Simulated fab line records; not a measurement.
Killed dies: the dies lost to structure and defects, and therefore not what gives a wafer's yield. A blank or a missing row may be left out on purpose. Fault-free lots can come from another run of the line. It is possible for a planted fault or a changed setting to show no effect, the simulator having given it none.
Which of the tools did it? :: flow sky130 :: 11 lots with 33 wafers sampled at 2 steps, on a route of 708 steps

== WHAT EACH GAUGE READ, for each wafer ==
SKY_CAPM_THK_MEAS_04: measures by xrf. Usual: CAPM_TIN_THK typically reads 200.6 nm, with standard deviation 2.2.
lot: L682
measured: day 36 16:24
on: film metro-04
CAPM_TIN_THK (nm): 202.0 199.2 199.8
flag: 

lot: L683
measured: day 37 00:44
on: film metro-01
CAPM_TIN_THK (nm): 197.9 197.7 200.0
flag: 

lot: L684
measured: day 37 09:53
on: film metro-01
CAPM_TIN_THK (nm): 202.1 201.0 199.5
flag: 

lot: L685
measured: day 38 01:37
on: film metro-02
CAPM_TIN_THK (nm): 201.9 203.7 202.3
flag: 

lot: L686
measured: day 38 09:28
on: film metro-01
CAPM_TIN_THK (nm): 200.1 199.0 198.4
flag: 

lot: L687
measured: day 38 14:21
on: film metro-01
CAPM_TIN_THK (nm): 196.6 197.6 198.1
flag: 

lot: L696
measured: day 41 08:55
on: film metro-01
CAPM_TIN_THK (nm): 202.0 203.3 201.8
flag: 

lot: L698
measured: day 41 14:44
on: film metro-02
CAPM_TIN_THK (nm): 198.1 199.2 198.7
flag: 

lot: L699
measured: day 42 06:23
on: film metro-02
CAPM_TIN_THK (nm): 201.5 199.0 200.0
flag: 

lot: L700
measured: day 42 12:08
on: film metro-02
CAPM_TIN_THK (nm): 202.1 203.7 202.2
flag: 

lot: L701
measured: day 42 13:13
on: film metro-02
CAPM_TIN_THK (nm): 199.2 197.7 195.7
flag: 

SKY_VIA3_RS_MEAS_22: measures by four-point-probe. Usual: VIA3_W_RS typically reads 0.2932 ohm/sq, with standard deviation 0.0024.
lot: L682
measured: day 40 00:05
on: film metro-02
VIA3_W_RS (ohm/sq): 0.2892 0.2925 0.2883
flag: 

lot: L683
measured: day 40 07:35
on: film metro-02
VIA3_W_RS (ohm/sq): 0.2915 0.2886 0.2901
flag: 

lot: L684
measured: day 40 16:59
on: film metro-01
VIA3_W_RS (ohm/sq): 0.2958 0.2933 0.2913
flag: 

lot: L685
measured: day 41 07:43
on: film metro-02
VIA3_W_RS (ohm/sq): 0.2923 0.2907 0.2932
flag: 

lot: L686
measured: day 41 15:02
on: film metro-02
VIA3_W_RS (ohm/sq): 0.2930 0.2913 0.2949
flag: 

lot: L687
measured: day 41 19:26
on: film metro-03
VIA3_W_RS (ohm/sq): 0.2947 0.3000 0.2965
flag: 

lot: L696
measured: day 44 09:59
on: film metro-02
VIA3_W_RS (ohm/sq): 0.2900 0.2929 0.2933
flag: 

lot: L698
measured: day 44 16:34
on: film metro-01
VIA3_W_RS (ohm/sq): 0.2955 0.2941 0.2949
flag: 

lot: L699
measured: day 45 05:31
on: film metro-02
VIA3_W_RS (ohm/sq): 0.2949 0.2973 0.2928
flag: 

lot: L700
measured: day 45 11:26
on: film metro-01
VIA3_W_RS (ohm/sq): 0.2943 0.2912 0.2937
flag: 

lot: L701
measured: day 45 13:58
on: film metro-02
VIA3_W_RS (ohm/sq): 0.2928 0.2912 0.2921
flag: 

== WHICH TOOL RAN EACH LOT (tool, then ch and the chambers of the sampled wafers, then the start) ==
Before these readings, the record contains no process step.

== AS READ BY THE TOOLS THEMSELVES (means over the sampled wafers that have a number; for cases with no such wafer, the mark the record gives instead) ==
The record holds no such reading with a usual standard deviation.

== THE ANSWER, worked out from the rows above alone ==
Rule: take the mean of a lot's wafers that have a number; if it is more than 3 standard deviations from the usual mean, the lot is off. Also off: a lot with no number at a reading for which 4 or more lots have one. Any other lot the step has rows for is counted as sound. The gauges are gone through in route order, then the tools' own readings, and for those a lot's mean is taken as printed above. At the first step where some lot is off, the reading lying furthest off is the one used; lots without a number count as furthest.
No lot is off at any reading shown: from this, nothing can be told.

== WHAT THE SIMULATOR HAD INSERTED ==
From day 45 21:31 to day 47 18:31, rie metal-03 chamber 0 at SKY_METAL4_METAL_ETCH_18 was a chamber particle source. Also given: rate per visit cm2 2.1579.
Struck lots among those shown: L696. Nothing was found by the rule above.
